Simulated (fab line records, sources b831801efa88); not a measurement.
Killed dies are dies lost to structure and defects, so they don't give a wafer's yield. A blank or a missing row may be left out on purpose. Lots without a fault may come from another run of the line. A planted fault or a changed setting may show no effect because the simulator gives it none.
One fault seen from 2 desks | flow sky130 | each desk has only its own numbers; what lay behind them comes last

THE TOOL OWNER'S DESK: furnace-02
The tool's own readings at SKY_SONOS_ONO_OXIDATION_00 (stabilise 600 s, purge 300 s, target thk 2.6 nm): means of the sampled wafers that have a number, for each lot that ran on this tool. A lot is out of limits, marked OUT, if its mean lies more than 4 standard deviations from the usual mean; the brackets give that distance.
Columns: A = spike_tc_centre_C at SKY_SONOS_ONO_OXIDATION_00, usual 800.7 C; B = spike_tc_lower_C at SKY_SONOS_ONO_OXIDATION_00, usual 800.9 C; C = spike_tc_upper_C at SKY_SONOS_ONO_OXIDATION_00, usual 800.5 C; D = tube_center_temp_C at SKY_SONOS_ONO_OXIDATION_00, usual 800 C; E = tube_center_temp_C_max at SKY_SONOS_ONO_OXIDATION_00, usual 802.1
lot  | first seen here | A                | B     | C                | D             | E
L574 | day 11 11:00    | 799.3            | 801.5 | 800.9            | 800           | 801.8
L576 | day 12 02:05    | 800.5            | 801.1 | 801.3            | 800           | 802.1
L580 | day 13 16:55    | 801.2            | 802.4 | 801.3            | 800           | 802.0
L585 | day 15 16:11    | 800.8            | 803.0 | 802.1            | 800           | 802.0
L587 | day 16 02:01    | 800.4            | 801.0 | 800.7            | 800           | 802.1
L589 | day 16 18:25    | 793.3 (-7.8) OUT | 795.4 | 794.6 (-4.9) OUT | 793 (-87) OUT | 795.2 (-20) OUT
L590 | day 17 00:11    | 794.5 (-6.5) OUT | 795.8 | 794.3 (-5.2) OUT | 793 (-86) OUT | 795.2 (-20) OUT
This desk's finding: out of limits on L589, L590; first on L589, day 16 18:25 (spike_tc_centre_C at SKY_SONOS_ONO_OXIDATION_00). In limits: L574, L576, L580, L585, L587.

THE METROLOGY DESK
What the gauges read, lot by lot, whatever tool the lot ran on: means of the sampled wafers that have a number. A lot is out of limits, marked OUT, if its mean lies more than 4 standard deviations from the usual mean; the brackets give that distance.
Columns: A = SONOS_ONO_OXIDATION_THK at SKY_SONOS_ONO_THK_MEAS_01, usual 2.59 nm; B = LDD_HVP_OVL at SKY_LDD_HVP_OVL_MEAS_07, usual 0.8 nm; C = cd_nm at SKY_POLY_CUT_CD_MEAS_08, usual 270.2 nm
lot  | first seen here | A    | B    | C
L574 | day 11 12:22    | 2.65 | 1.6  | 272.5
L576 | day 12 03:26    | 2.58 | 1.8  | 268.7
L580 | day 13 18:16    | 2.51 | 0.8  | 270.6
L582 | day 14 05:25    | 2.65 | 0.5  | 270.8
L584 | day 15 03:44    | 2.62 | 1.8  | 269.2
L585 | day 15 17:33    | 2.47 | -0.2 | 269.4
L587 | day 16 03:22    | 2.55 | 0.1  | 271.3
L588 | day 16 13:53    | 2.65 | -0.0 | 269.1
L589 | day 16 19:46    | 2.32 | -2.8 | 270.7
L590 | day 17 01:33    | 2.31 | 1.3  | 270.0
L591 | day 17 07:53    | 2.68 | 2.0  | 268.8
L592 | day 17 17:38    | 2.69 | 0.6  | 270.5
This desk's finding: nothing out of limits on any of the 12 lots.

PUT TOGETHER
The tool owner's desk could have raised an alarm at day 16 18:25, on L589, L590.
The metrology desk saw nothing out of limits.
The metrology desk has L589, L590 on record, within its limits.
Of the lots named, all ran SKY_SONOS_ONO_OXIDATION_00 on furnace-02.

WHAT THE SIMULATOR HAD PUT IN
Process parameter drift: furnace-02, from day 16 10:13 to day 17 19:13, at SKY_SONOS_ONO_OXIDATION_00. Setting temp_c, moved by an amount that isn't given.
Lots struck among those shown: L589, L590.
Hours from the fault's start to each desk's first reading out of limits: the tool owner's desk, 8.
